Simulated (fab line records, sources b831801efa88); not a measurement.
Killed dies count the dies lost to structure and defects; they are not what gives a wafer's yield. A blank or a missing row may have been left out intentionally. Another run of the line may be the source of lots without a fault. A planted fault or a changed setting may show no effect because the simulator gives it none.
Comparing a struck lot with a sound one    flow sky130    33 steps out of a route of 708
Sound: these wafers, L258.1, L258.5, L258.6. Wafers L264.2, L264.5, L264.6 were the ones struck. Last of all comes the cause.
For every step that has rows: the tool of each side, followed by ch and its chambers, followed by its first start. Under that, the readings that differ: sound wafers    struck wafers    difference of the means    sigmas: that difference in standard deviations of wafers without a fault.
alike: a reading whose means differ by less than 2 such deviations, as well as words and numbers matching on both sides. not compared: withheld readings; readings where some wafer has no value; bounds like >300 that might hide an equal value; numbers whose values overlap and for which the record gives no deviation.
The two part at a step that has a row with sigmas, a row that says differs or no value, or rows on one side only. Non-overlapping numbers with no deviation appear without sigmas and do not part them. A reading missing from all wafers of one side parts the sides only when that side holds two or more wafers.

SKY_SD_P_CD_MEAS_07: the cd target is 380 nm.
  sound on cd sem-02, day 25 15:44; struck on cd sem-02, day 27 13:34
  alike: cd nm
SKY_SD_P_OVL_MEAS_08:
  sound on overlay-01, day 25 15:52; struck on overlay-02, day 27 13:41
  alike: SD_P_OVL
after that, 1 step had no rows for these wafers: SKY_SD_P_IMPLANT_09.
SKY_SD_P_STRIP_10: strips in O2/N2.
  sound on plasma asher-01 ch 0,1, day 25 16:03; struck on plasma asher-02 ch 0,1, day 27 13:52
  alike: drypump motor current A, oes product au, strip time to endpoint s
  not compared: rf hours counter h
SKY_SD_P_TW_MEAS_11:
  sound on film metro-02, day 25 16:09; struck on film metro-03, day 27 13:58
reading  sound           struck          difference  sigmas
SD_P_TW  2839 2843 2847  2901 2902 2899  +58         +2
then, 7 steps without rows for these wafers: SKY_RES_XHIGH_DEHYDRATE_00 (time 60 s); SKY_RES_XHIGH_HMDS_01 (prime time 60 s); SKY_RES_XHIGH_COAT_02 (resist thk 1140 nm); SKY_RES_XHIGH_SOFTBAKE_03 (time 60 s); SKY_RES_XHIGH_EXPOSE_04 (exposes mask URPM, target cd 1270 nm); SKY_RES_XHIGH_PEB_05; SKY_RES_XHIGH_DEVELOP_06 (develop time 60 s).
SKY_RES_XHIGH_IMPLANT_07:
  sound on implanter-01 ch 0, day 26 20:36; struck on implanter-03 ch 0, day 28 17:14
reading                    sound              struck             difference  sigmas
implant ion amu            49 49 49           11 11 11           -38         
model.implant.rp nm (nm)   17.52 17.52 17.52  64.82 64.82 64.82  +47.30      
model.implant.drp nm (nm)  9.746 9.746 9.746  28.3 28.3 28.3     +18.6       
SKY_RES_XHIGH_STRIP_08: strips in O2/N2.
  sound on plasma asher-02 ch 0,1, day 26 20:45; struck on plasma asher-03 ch 0,1, day 28 17:21
  alike: drypump motor current A, oes product au, strip time to endpoint s
  not compared: rf hours counter h
SKY_RES_XHIGH_TW_MEAS_09:
  sound on film metro-04, day 26 20:51; struck on film metro-04, day 28 17:44
reading       sound           struck          difference  sigmas
RES_XHIGH_TW  1659 1653 1654  1060 1070 1079  -586        -42
  not compared: hold
then, 6 steps without rows for these wafers: SKY_SD_N_HMDS_01 (prime time 60 s); SKY_SD_N_COAT_02 (resist thk 1140 nm); SKY_SD_N_SOFTBAKE_03 (time 60 s); SKY_SD_N_EXPOSE_04 (exposes mask NSDM, target cd 380 nm); SKY_SD_N_PEB_05; SKY_SD_N_DEVELOP_06 (develop time 60 s).
SKY_SD_N_CD_MEAS_07: the cd target is 380 nm.
  sound on cd sem-01, day 28 00:51; struck on cd sem-02, day 29 19:31
  alike: cd nm
SKY_SD_N_OVL_MEAS_08:
  sound on overlay-01, day 28 00:58; struck on overlay-02, day 29 19:38
  alike: SD_N_OVL
then, 2 steps without rows for these wafers: SKY_SD_N_IMPLANT_09; SKY_SD_N_IMPLANT_10.
SKY_SD_N_STRIP_11: strips in O2/N2.
  sound on plasma asher-02 ch 0,1, day 28 01:19; struck on plasma asher-01 ch 0,1, day 29 19:58
  alike: drypump motor current A, oes product au, strip time to endpoint s
  not compared: rf hours counter h
SKY_SD_N_TW_MEAS_12:
  sound on film metro-03, day 28 01:25; struck on film metro-02, day 29 20:04
  alike: SD_N_TW
then, 1 step without rows for these wafers: SKY_SD_N_CLEAN_13 (cleans in SC1/SC2, time 150 s).
SKY_SD_N_RTA_14: time 2 s.
  sound on rtp anneal-02 ch 0, day 28 01:31; struck on rtp anneal-02 ch 0, day 29 20:12
  alike: lamp power pct, wafer_temp_C_max
SKY_SD_N_RS_MEAS_16: uses a four-point probe to measure.
  sound on film metro-04, day 28 01:41; struck on film metro-03, day 29 20:23
  alike: SD_N_RS
SKY_SD_N_RS_MEAS_17: uses a four-point probe to measure.
  sound on film metro-04, day 28 01:49; struck on film metro-03, day 29 20:31
  alike: SD_P_RS
SKY_SD_N_RS_MEAS_18: uses a four-point probe to measure.
  sound on film metro-04, day 28 01:56; struck on film metro-03, day 29 21:05
reading                sound              struck             difference  sigmas
RES_XHIGH_RS (ohm/sq)  334.4 333.4 334.1  258.7 258.5 258.5  -75.4       -50
  not compared: hold
SKY_PAD_OPEN_PROBE_99:
  sound wafers here have rows in the record (prober-02, day 45 17:34); struck ones have none

## WHERE THEY PART
Last at SKY_PAD_OPEN_PROBE_99 as far as this record goes, first at SKY_SD_P_TW_MEAS_11.

WHY: what had been put in by the simulator
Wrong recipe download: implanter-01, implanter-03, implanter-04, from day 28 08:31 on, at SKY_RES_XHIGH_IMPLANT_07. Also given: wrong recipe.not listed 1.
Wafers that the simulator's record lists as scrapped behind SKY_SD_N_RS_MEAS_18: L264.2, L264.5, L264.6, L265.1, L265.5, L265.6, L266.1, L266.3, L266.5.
